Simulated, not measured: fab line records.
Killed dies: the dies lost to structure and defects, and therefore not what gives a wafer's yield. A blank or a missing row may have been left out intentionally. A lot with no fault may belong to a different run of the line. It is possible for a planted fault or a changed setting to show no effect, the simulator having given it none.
fab line records    flow sky130
record: lots: 14  wafers: 42  last-day: 50
route steps=708 shown NWELL@73 VT_ADJUST_LVTN@104 VT_ADJUST_PCH@152 SONOS_ONO@182
lots that met no fault: from a run of the same line without faults
start-h: hours from the record's opening day to when the first of the lot's shown wafers began    wait-h: time in hours since the lot's previous step    " unchanged from the row above    L1.1+2: several wafers, shown together as one row    - value missing, or start not given    * or withheld: withheld    < > ~ a bound
route shown NAME@n: NAME is a module with steps in the file, n the number in the route of the first one    usual: mean and standard deviation over wafers with no fault    same: alike in all rows    chamber/n: place in a boat    sites: each site's reading    _std_site: standard deviation of those values    _edge_site: outer sites' mean less inner sites'    radius-mm: how far each site lies from the wafer's centre    mask NAME#n: copy n    behind: the tool/chamber that last shaped the wafer    hold: what put the lot on hold/how long, in hours/how the hold closed    device: which transistor (n, p or np) failed to switch    end of line: tests run on the same wafers once the route is complete    a step without rows: its recipe alone    killed: dies lost to structure and defects at the first sort, not the wafer's yield    map: the dies of a wafer, with x for killed, . for not killed, _ for no die there
set.NAME: the run value of the setting; set.NAME@STEP: its run value at that earlier step    model.NAME: the simulator's own value behind a step, which no gauge read
a sample of lots followed through the steps of the route, with each step as a table and each wafer as a row
services: when a tool's chamber went out of use (start-h, in hours from the record's first day, below 0 if earlier), for how many hours, and the reason
== steps ==
step: SKY_NWELL_EXPOSE_20
recipe: mask-id: NWM_COMPLEMENT  na: 0.6  source-shape: conventional  sigma-outer: 0.6  polarization: unpolarized  target-cd-nm: 840  dose-mj: 260
usual: exposure-dose-mJ-cm2: 260.01/0.25  focus-offset-nm: 0.0/0.56  reticle-temp-C: 23.00/0.12
lot.wafer  tool              chamber  start-h  wait-h  mask              exposure-dose-mJ-cm2  focus-offset-nm  reticle-temp-C
L534.2     iline-stepper-01  0        92.67    -       NWM_COMPLEMENT#0  260.17                0.2              22.82
L534.4     "                 0        "        "       NWM_COMPLEMENT#0  260.01                -0.7             22.96
L534.5     "                 0        "        "       NWM_COMPLEMENT#0  259.72                -0.2             22.94
L535.1     iline-stepper-01  0        102.35   -       NWM_COMPLEMENT#0  259.94                0.1              23.06
L535.4     "                 0        "        "       NWM_COMPLEMENT#0  260.15                -0.3             23.21
L535.6     "                 0        "        "       NWM_COMPLEMENT#0  260.41                -0.7             23.23
L536.3     iline-stepper-02  0        106.87   -       NWM_COMPLEMENT#0  259.71                0.0              22.83
L536.4     "                 0        "        "       NWM_COMPLEMENT#0  259.80                -0.4             22.91
L536.5     "                 0        "        "       NWM_COMPLEMENT#0  259.38                0.6              22.84
L537.1     iline-stepper-01  0        111.96   -       NWM_COMPLEMENT#0  259.78                0.9              23.01
L537.4     "                 0        "        "       NWM_COMPLEMENT#0  260.04                1.5              23.06
L537.5     "                 0        "        "       NWM_COMPLEMENT#0  260.07                0.9              23.08
L538.4     iline-stepper-02  0        119.70   -       NWM_COMPLEMENT#0  259.87                -0.5             22.99
L538.5     "                 0        "        "       NWM_COMPLEMENT#0  260.36                -0.4             22.98
L538.6     "                 0        "        "       NWM_COMPLEMENT#0  260.25                -0.7             22.98
L539.2     iline-stepper-01  0        130.45   -       NWM_COMPLEMENT#0  259.75                -0.1             23.04
L539.4     "                 0        "        "       NWM_COMPLEMENT#0  260.05                -0.5             22.98
L539.6     "                 0        "        "       NWM_COMPLEMENT#0  259.58                -0.8             23.07
L540.1     iline-stepper-02  0        134.04   -       NWM_COMPLEMENT#0  259.80                0.5              22.81
L540.5     "                 0        "        "       NWM_COMPLEMENT#0  259.98                0.4              22.78
L540.6     "                 0        "        "       NWM_COMPLEMENT#0  260.20                0.3              22.89
L547.1     iline-stepper-01  -        173.56   -       NWM_COMPLEMENT#0  -                     -                -
L547.2     "                 -        "        "       NWM_COMPLEMENT#0  -                     -                -
L547.4     "                 -        "        "       NWM_COMPLEMENT#0  -                     -                -
L548.2     iline-stepper-01  -        177.75   -       NWM_COMPLEMENT#0  -                     -                -
L548.4     "                 -        "        "       NWM_COMPLEMENT#0  -                     -                -
L548.5     "                 -        "        "       NWM_COMPLEMENT#0  -                     -                -
L553.1     iline-stepper-02  0        207.03   -       NWM_COMPLEMENT#0  259.85                1.0              23.02
L553.3     "                 0        "        "       NWM_COMPLEMENT#0  260.04                0.6              22.71
L553.5     "                 0        "        "       NWM_COMPLEMENT#0  260.07                0.6              22.98
L554.1     iline-stepper-01  0        211.24   -       NWM_COMPLEMENT#0  260.10                -0.3             22.86
L554.4     "                 0        "        "       NWM_COMPLEMENT#0  260.07                0.1              23.25
L554.6     "                 0        "        "       NWM_COMPLEMENT#0  260.01                -0.2             23.09
L555.2     iline-stepper-02  0        218.75   -       NWM_COMPLEMENT#0  259.92                -0.5             22.93
L555.3     "                 0        "        "       NWM_COMPLEMENT#0  259.92                -0.4             22.89
L555.6     "                 0        "        "       NWM_COMPLEMENT#0  259.63                0.2              23.05
L556.1     iline-stepper-02  0        223.41   -       NWM_COMPLEMENT#0  260.17                -1.5             22.90
L556.2     "                 0        "        "       NWM_COMPLEMENT#0  260.26                -0.1             23.02
L556.3     "                 0        "        "       NWM_COMPLEMENT#0  260.34                0.1              22.94
L557.4     iline-stepper-02  0        230.16   -       NWM_COMPLEMENT#0  259.75                0.6              23.15
L557.5     "                 0        "        "       NWM_COMPLEMENT#0  259.61                -1.2             23.05
L557.6     "                 0        "        "       NWM_COMPLEMENT#0  259.68                0.1              23.09
step: SKY_VT_ADJUST_LVTN_OVL_MEAS_07
usual: VT_ADJUST_LVTN_OVL: 0.1/1.6
lot.wafer  tool        chamber  start-h  wait-h  VT_ADJUST_LVTN_OVL[nm]
L534.2     overlay-02  -        140.91   -       0.9
L534.4     "           -        "        "       -0.2
L534.5     "           -        "        "       0.7
L535.1     overlay-01  -        151.01   -       1.2
L535.4     "           -        "        "       -1.4
L535.6     "           -        "        "       0.7
L536.3     overlay-01  -        155.62   -       -1.4
L536.4     "           -        "        "       -0.4
L536.5     "           -        "        "       -0.5
L537.1     overlay-02  -        162.06   -       -0.4
L537.4     "           -        "        "       0.5
L537.5     "           -        "        "       -1.2
L538.4     overlay-01  -        170.53   -       -2.5
L538.5     "           -        "        "       -0.2
L538.6     "           -        "        "       -1.3
L539.2     overlay-01  -        182.96   -       1.2
L539.4     "           -        "        "       1.3
L539.6     "           -        "        "       0.9
L540.1     overlay-02  -        186.65   -       -0.8
L540.5     "           -        "        "       -0.7
L540.6     "           -        "        "       -1.0
L547.1     overlay-02  -        226.70   -       2.5
L547.2     "           -        "        "       4.5
L547.4     "           -        "        "       2.0
L548.2     overlay-02  -        231.91   -       3.2
L548.4     "           -        "        "       3.1
L548.5     "           -        "        "       1.5
L553.1     overlay-01  -        263.50   -       0.0
L553.3     "           -        "        "       -0.1
L553.5     "           -        "        "       -1.4
L554.1     overlay-01  -        267.26   -       -0.5
L554.4     "           -        "        "       2.0
L554.6     "           -        "        "       0.2
L555.2     overlay-02  -        277.07   -       2.0
L555.3     "           -        "        "       1.5
L555.6     "           -        "        "       1.9
L556.1     overlay-01  -        282.30   -       -2.1
L556.2     "           -        "        "       -0.2
L556.3     "           -        "        "       -0.7
L557.4     overlay-01  -        290.17   -       1.6
L557.5     "           -        "        "       3.3
L557.6     "           -        "        "       2.7
step: SKY_VT_ADJUST_PCH_STRIP_09
recipe: chemistry: O2/N2  power-w: 1400  pressure-mtorr: 1500  platen-temp-c: withheld  o2-flow-sccm: 3000  n2-flow-sccm: 300  overash-fraction: 0.5
usual: drypump-motor-current-A: 5.8/0.38  oes-product-au: 0.723/0.0042  strip-time-to-endpoint-s: 36.90/0.11
same: overash-fraction: 0.5
lot.wafer  tool             chamber  start-h  wait-h  drypump-motor-current-A  oes-product-au  rf-hours-counter-h  strip-time-to-endpoint-s
L534.2     plasma-asher-04  0        224.42   0.1     5.6                      0.727           53                  36.92
L534.4     "                1        "        "       5.9                      0.719           -                   37.05
L534.5     "                1        "        "       5.9                      0.725           -                   36.94
L535.1     plasma-asher-04  0        236.09   0.1     5.7                      0.723           54                  36.95
L535.4     "                0        "        "       5.6                      0.723           -                   36.94
L535.6     "                1        "        "       6.0                      0.724           -                   36.99
L536.3     plasma-asher-04  1        242.05   0.1     5.9                      0.719           -                   36.86
L536.4     "                0        "        "       5.6                      0.727           -                   36.92
L536.5     "                1        "        "       5.9                      0.732           -                   36.87
L537.1     plasma-asher-04  1        248.99   0.1     5.9                      0.725           55                  36.85
L537.4     "                1        "        "       5.9                      0.720           -                   36.75
L537.5     "                1        "        "       5.9                      0.724           -                   36.79
L538.4     plasma-asher-01  0        257.80   0.1     6.4                      0.728           -                   36.89
L538.5     "                0        "        "       6.3                      0.719           -                   36.94
L538.6     "                1        "        "       5.6                      0.720           -                   37.02
L539.2     plasma-asher-01  1        272.09   0.1     5.6                      0.721           45                  36.85
L539.4     "                1        "        "       5.6                      0.722           -                   36.79
L539.6     "                1        "        "       5.6                      0.713           -                   36.80
L540.1     plasma-asher-01  0        274.74   0.1     6.4                      0.724           45                  37.04
L540.5     "                0        "        "       6.3                      0.730           -                   37.21
L540.6     "                1        "        "       5.6                      0.726           -                   37.06
L547.1     plasma-asher-03  1        324.24   0.1     6.0                      0.720           64                  36.88
L547.2     "                0        "        "       5.1                      0.725           64                  36.81
L547.4     "                0        "        "       5.1                      0.719           -                   37.08
L548.2     plasma-asher-01  1        331.29   0.1     5.6                      0.719           51                  36.71
L548.4     "                1        "        "       5.6                      0.720           -                   36.77
L548.5     "                0        "        "       6.3                      0.720           -                   36.83
L553.1     plasma-asher-04  1        368.79   0.1     5.9                      0.718           67                  36.88
L553.3     "                1        "        "       5.9                      0.723           -                   37.03
L553.5     "                0        "        "       5.6                      0.722           -                   36.98
L554.1     plasma-asher-01  1        374.12   0.1     5.5                      0.725           55                  36.91
L554.4     "                1        "        "       5.5                      0.714           -                   36.73
L554.6     "                0        "        "       6.4                      0.722           -                   36.86
L555.2     plasma-asher-04  0        385.59   0.1     5.6                      0.716           69                  36.63
L555.3     "                0        "        "       5.7                      0.723           -                   36.66
L555.6     "                1        "        "       5.9                      0.726           -                   36.78
L556.1     plasma-asher-01  1        390.64   0.1     5.6                      0.720           56                  36.82
L556.2     "                0        "        "       6.4                      0.721           56                  36.83
L556.3     "                0        "        "       6.4                      0.730           -                   36.72
L557.4     plasma-asher-01  0        402.08   0.1     6.3                      0.724           -                   36.97
L557.5     "                1        "        "       5.6                      0.716           -                   36.91
L557.6     "                0        "        "       6.3                      0.726           -                   37.00
step: SKY_SONOS_ONO_OVL_MEAS_14
usual: SONOS_ONO_OVL: 0.5/1.3
lot.wafer  tool        chamber  start-h  wait-h  SONOS_ONO_OVL[nm]
L534.2     overlay-01  -        275.93   0.1     2.5
L534.4     "           -        "        "       1.2
L534.5     "           -        "        "       1.0
L535.1     overlay-02  -        287.58   0.1     0.0
L535.4     "           -        "        "       1.1
L535.6     "           -        "        "       0.7
L536.3     overlay-01  -        295.76   0.1     0.2
L536.4     "           -        "        "       -0.5
L536.5     "           -        "        "       0.6
L537.1     overlay-01  -        304.38   0.1     -1.4
L537.4     "           -        "        "       -1.7
L537.5     "           -        "        "       -1.0
L538.4     overlay-01  -        312.50   0.1     1.8
L538.5     "           -        "        "       0.7
L538.6     "           -        "        "       -0.1
L539.2     overlay-02  -        327.58   0.1     3.5
L539.4     "           -        "        "       1.5
L539.6     "           -        "        "       3.6
L540.1     overlay-01  -        333.93   0.1     -0.8
L540.5     "           -        "        "       -1.9
L540.6     "           -        "        "       0.4
L547.1     overlay-02  -        386.48   0.1     1.2
L547.2     "           -        "        "       1.5
L547.4     "           -        "        "       1.1
L548.2     overlay-01  -        393.69   0.1     -0.1
L548.4     "           -        "        "       1.3
L548.5     "           -        "        "       0.0
L553.1     overlay-02  -        435.93   0.1     1.3
L553.3     "           -        "        "       0.4
L553.5     "           -        "        "       1.1
L554.1     overlay-02  -        440.93   0.1     2.0
L554.4     "           -        "        "       2.4
L554.6     "           -        "        "       1.9
L555.2     overlay-02  -        452.83   0.1     0.4
L555.3     "           -        "        "       -0.7
L555.6     "           -        "        "       1.1
L556.1     overlay-02  -        458.53   0.1     -2.7
L556.2     "           -        "        "       -1.5
L556.3     "           -        "        "       -1.7
L557.4     overlay-02  -        469.30   0.1     -0.2
L557.5     "           -        "        "       -0.5
L557.6     "           -        "        "       0.3
== services ==
tool              chamber  start-h  hours  kind
iline-stepper-02  -        72.88    1.7    pm
plasma-asher-04   -        104.48   2.5    repair
iline-stepper-02  -        121.82   4.4    pm
plasma-asher-03   -        124.32   2.8    pm
iline-stepper-02  -        171.95   11.7   repair
iline-stepper-02  -        200.76   0.5    repair
iline-stepper-01  -        268.55   1.7    pm
iline-stepper-02  -        290.96   1.7    pm
iline-stepper-02  -        302.54   3.1    repair
iline-stepper-02  -        307.24   3.1    repair
plasma-asher-01   -        325.58   2.8    pm
plasma-asher-04   -        372.60   2.8    repair
plasma-asher-03   -        390.90   0.8    repair
iline-stepper-01  -        391.35   4.4    pm
== key ==
first-sign: step: SKY_NWELL_EXPOSE_20  reading: tool-record  direction: missing
effect none on later readings
met-at SKY_NWELL_EXPOSE_20
struck-lots L547,L548
sort-left-out L547.1,L547.2,L547.4,L548.2,L548.4,L548.5
tester-left-out L547,L548
not-acting-at SKY_VT_ADJUST_LVTN_OVL_MEAS_07,SKY_VT_ADJUST_PCH_STRIP_09,SKY_SONOS_ONO_OVL_MEAS_14
onset-between 130.45 173.56
fault: kind: skipped-step-whole  tool: iline-stepper-01  chamber: -  onset-h: 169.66  steps: SKY_NWELL_EXPOSE_20  scope: struck-lots-only
tester-left-out: of these lots the tester's yield and bins aren't shown, on N5 and GAA mostly nor the transistor test; their killed dies are dies lost to structure and defects alone, not to doping, threshold or leakage, so they don't give the yield
sort-left-out: the simulated sort isn't trusted on such a fault, so these wafers' sort isn't shown, and their yield isn't known
